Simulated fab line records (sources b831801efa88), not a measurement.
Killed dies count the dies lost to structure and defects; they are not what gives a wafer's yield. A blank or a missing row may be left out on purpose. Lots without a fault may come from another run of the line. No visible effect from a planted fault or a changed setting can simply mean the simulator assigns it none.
What tool caused it? :: flow sky130 :: 42 wafers from 14 lots sampled at 4 of the route's 708 steps

## WHAT EACH GAUGE READ, for each wafer
SKY_VIA4_BOW_MEAS_03. Usual: VIA4_BOW typically reads 81 um, with standard deviation 9.7.
lot: L496
measured: day 42 02:54
on: filmMetro-03
VIA4_BOW (um): 84 84 65
flag: 

lot: L497
measured: day 42 05:26
on: filmMetro-04
VIA4_BOW (um): 72 77 73
flag: 

lot: L499
measured: day 43 00:54
on: filmMetro-03
VIA4_BOW (um): 70 87 81
flag: 

lot: L501
measured: day 43 06:40
on: filmMetro-01
VIA4_BOW (um): 82 79 76
flag: 

lot: L502
measured: day 43 15:01
on: filmMetro-01
VIA4_BOW (um): 83 77 74
flag: 

lot: L503
measured: day 44 07:57
on: filmMetro-01
VIA4_BOW (um): 82 65 71
flag: 

lot: L504
measured: day 44 09:07
on: filmMetro-04
VIA4_BOW (um): 91 97 77
flag: 

lot: L505
measured: day 44 19:03
on: filmMetro-03
VIA4_BOW (um): 92 98 93
flag: 

lot: L507
measured: day 45 06:29
on: filmMetro-03
VIA4_BOW (um): 83 93 97
flag: 

lot: L509
measured: day 45 14:39
on: filmMetro-01
VIA4_BOW (um): 67 73 61
flag: 

lot: L510
measured: day 45 20:58
on: filmMetro-04
VIA4_BOW (um): 93 93 93
flag: 

lot: L514
measured: day 46 20:11
on: filmMetro-03
VIA4_BOW (um): 74 80 70
flag: 

lot: L517
measured: day 47 20:22
on: filmMetro-03
VIA4_BOW (um): 88 85 83
flag: 

lot: L518
measured: day 47 15:41
on: filmMetro-03
VIA4_BOW (um): 84 77 69
flag: 

SKY_VIA4_RS_MEAS_19: the measuring method here is four-point-probe. Usual: VIA4_W_RS typically reads 0.2252 ohm/sq, with standard deviation 0.0022.
lot: L496
measured: day 43 03:01
on: filmMetro-03
VIA4_W_RS (ohm/sq): 0.2273 0.2243 0.2253
flag: 

lot: L497
measured: day 43 05:21
on: filmMetro-03
VIA4_W_RS (ohm/sq): 0.2279 0.2243 0.2255
flag: 

lot: L499
measured: day 44 00:40
on: filmMetro-01
VIA4_W_RS (ohm/sq): 0.2252 0.2247 0.2255
flag: 

lot: L501
measured: day 44 05:44
on: filmMetro-01
VIA4_W_RS (ohm/sq): 0.2247 0.2226 0.2270
flag: 

lot: L502
measured: day 44 14:24
on: filmMetro-03
VIA4_W_RS (ohm/sq): 0.2273 0.2246 0.2216
flag: 

lot: L503
measured: day 45 07:26
on: filmMetro-01
VIA4_W_RS (ohm/sq): 0.2235 0.2243 0.2224
flag: 

lot: L504
measured: day 45 07:26
on: filmMetro-04
VIA4_W_RS (ohm/sq): 0.2253 0.2233 0.2243
flag: 

lot: L505
measured: day 45 16:52
on: filmMetro-04
VIA4_W_RS (ohm/sq): 0.2229 0.2205 0.2246
flag: 

lot: L507
measured: day 46 04:28
on: filmMetro-04
VIA4_W_RS (ohm/sq): 0.2255 0.2244 0.2237
flag: 

lot: L509
measured: day 46 12:07
on: filmMetro-01
VIA4_W_RS (ohm/sq): 0.2201 0.2263 0.2232
flag: 

lot: L510
measured: day 46 18:09
on: filmMetro-04
VIA4_W_RS (ohm/sq): 0.2225 0.2235 0.2237
flag: 

lot: L514
measured: day 47 17:01
on: filmMetro-04
VIA4_W_RS (ohm/sq): 0.2192 0.2223 0.2232
flag: 

lot: L517
measured: day 48 16:04
on: filmMetro-04
VIA4_W_RS (ohm/sq): 0.2267 0.2296 0.2258
flag: 

lot: L518
measured: day 48 11:52
on: filmMetro-03
VIA4_W_RS (ohm/sq): 0.2295 0.2280 0.2256
flag: 

SKY_VIA4_THK_MEAS_20: measures by xrf. Usual: VIA4_W_THK typically reads 520 nm, with standard deviation 5.5.
lot: L496
measured: day 43 03:08
on: filmMetro-03
VIA4_W_THK (nm): 514 526 525
flag: 

lot: L497
measured: day 43 05:28
on: filmMetro-03
VIA4_W_THK (nm): 518 527 521
flag: 

lot: L499
measured: day 44 00:47
on: filmMetro-01
VIA4_W_THK (nm): 519 523 520
flag: 

lot: L501
measured: day 44 05:51
on: filmMetro-01
VIA4_W_THK (nm): 522 527 517
flag: 

lot: L502
measured: day 44 14:30
on: filmMetro-03
VIA4_W_THK (nm): 517 526 528
flag: 

lot: L503
measured: day 45 07:33
on: filmMetro-01
VIA4_W_THK (nm): 528 527 531
flag: 

lot: L504
measured: day 45 07:33
on: filmMetro-04
VIA4_W_THK (nm): 517 521 519
flag: 

lot: L505
measured: day 45 16:58
on: filmMetro-04
VIA4_W_THK (nm): 520 525 522
flag: 

lot: L507
measured: day 46 04:34
on: filmMetro-04
VIA4_W_THK (nm): 519 519 522
flag: 

lot: L509
measured: day 46 12:14
on: filmMetro-01
VIA4_W_THK (nm): 527 518 522
flag: 

lot: L510
measured: day 46 18:16
on: filmMetro-04
VIA4_W_THK (nm): 524 522 522
flag: 

lot: L514
measured: day 47 17:08
on: filmMetro-04
VIA4_W_THK (nm): 534 530 524
flag: 

lot: L517
measured: day 48 16:11
on: filmMetro-04
VIA4_W_THK (nm): 516 511 516
flag: 

lot: L518
measured: day 48 11:58
on: filmMetro-03
VIA4_W_THK (nm): 513 516 520
flag: 

## WHAT TOOL EACH LOT RAN ON (gives the tool, then ch and the chambers of the sampled wafers, and finally the start)
lot: L496
SKY_FIELD_ISO_WET_ETCH_21: wetBench-04 ch 0, day 2 10:51

lot: L497
SKY_FIELD_ISO_WET_ETCH_21: wetBench-02 ch 3, day 2 16:14

lot: L499
SKY_FIELD_ISO_WET_ETCH_21: wetBench-01 ch 1, day 3 02:49

lot: L501
SKY_FIELD_ISO_WET_ETCH_21: wetBench-02 ch 2, day 3 11:30

lot: L502
SKY_FIELD_ISO_WET_ETCH_21: wetBench-01 ch 1, day 3 17:14

lot: L503
SKY_FIELD_ISO_WET_ETCH_21: wetBench-04 ch 0, day 4 04:03

lot: L504
SKY_FIELD_ISO_WET_ETCH_21: wetBench-04 ch 1, day 4 04:18

lot: L505
SKY_FIELD_ISO_WET_ETCH_21: wetBench-02 ch 1, day 4 08:53

lot: L507
SKY_FIELD_ISO_WET_ETCH_21: wetBench-02 ch 3, day 4 19:12

lot: L509
SKY_FIELD_ISO_WET_ETCH_21: wetBench-01 ch 3, day 5 04:57

lot: L510
SKY_FIELD_ISO_WET_ETCH_21: wetBench-01 ch 0, day 5 10:29

lot: L514
SKY_FIELD_ISO_WET_ETCH_21: wetBench-04 ch 0, day 6 09:03

lot: L517
SKY_FIELD_ISO_WET_ETCH_21: wetBench-04 ch 3, day 6 23:15

lot: L518
SKY_FIELD_ISO_WET_ETCH_21: wetBench-04 ch 1, day 7 05:11
- SKY_FIELD_ISO_WET_ETCH_21: etches SiO2 in dHF, target depth 20 nm, time 400 s.

## WHAT THE TOOLS THEMSELVES READ (means of the sampled wafers that have a number; where no wafer has one, the mark that the record gives instead)
The record holds no such reading with a usual standard deviation.

## THE ANSWER, worked out from the rows above alone
Rule: a lot counts as off when the mean over its wafers that have a number is more than 3 standard deviations away from the usual mean. Also off: a lot with no number at a reading for which 4 or more lots have one. All remaining lots with rows at the step are treated as sound. First the gauges in route order, then the tools' own readings, where a lot's mean is used as printed above. At the first step where some lot is off, the reading lying furthest off is the one used; lots without a number count as furthest.
None of the lots is off at any reading shown; this tells nothing.

## WHAT HAD BEEN PUT IN BY THE SIMULATOR
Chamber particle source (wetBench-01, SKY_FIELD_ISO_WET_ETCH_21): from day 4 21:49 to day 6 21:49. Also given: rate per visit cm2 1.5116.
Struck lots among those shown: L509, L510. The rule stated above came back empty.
